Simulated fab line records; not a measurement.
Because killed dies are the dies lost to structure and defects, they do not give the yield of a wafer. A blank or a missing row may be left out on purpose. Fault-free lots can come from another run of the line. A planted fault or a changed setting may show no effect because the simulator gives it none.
Chamber matching | flow sky130 | rie diel-03 running SKY_SONOS_ONO_ETCH_15: 4 sister chambers
The step etches the open film in CHF3/O2, target depth 19.52 nm, time 7.8 s. 4 wafers are shown with their chamber, then 7 later ones without.

WAFERS PAIRED WITH THEIR CHAMBERS
wafer  | chamber | drypump motor current A (A)
L088.3 | 0       | 5.9
L088.5 | 3       | 6.0
L089.1 | 1       | 6.2
L089.2 | 2       | 6.4

WAFERS WHOSE CHAMBER IS MISSING
wafer  | drypump motor current A (A)
L089.6 | 6.4
L091.3 | 5.8
L091.4 | 6.0
L091.5 | 6.2
L093.1 | 6.4
L093.2 | 5.8
L093.3 | 6.0

WHICH CHAMBER EACH WENT THROUGH
wafer  | from the rows above     | in truth
L089.6 | 2                       | 2
L091.3 | can't be placed: 0 or 3 | 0
L091.4 | can't be placed: 3 or 0 | 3
L091.5 | 1                       | 1
L093.1 | 2                       | 2
L093.2 | can't be placed: 0 or 3 | 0
L093.3 | can't be placed: 3 or 0 | 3
Correctly placed: 3 of 7. Cannot be placed on the basis of these rows: 4; the candidates contain the true chamber in 4. Number placed wrongly: 0.
How it was worked out, from the rows above alone: a wafer's distance from a chamber is the root of the sum, over the readings, of the square of ((its reading less the chamber's mean) divided by the reading's scatter). The wafer belongs to the nearest chamber; if the next one is less than 2 further off, it can't be placed. Each chamber's mean is taken over the wafers shown for it. The scatter: with one shown wafer a chamber, the root of the mean of the squares of how far each hidden wafer lies from its nearest shown one.
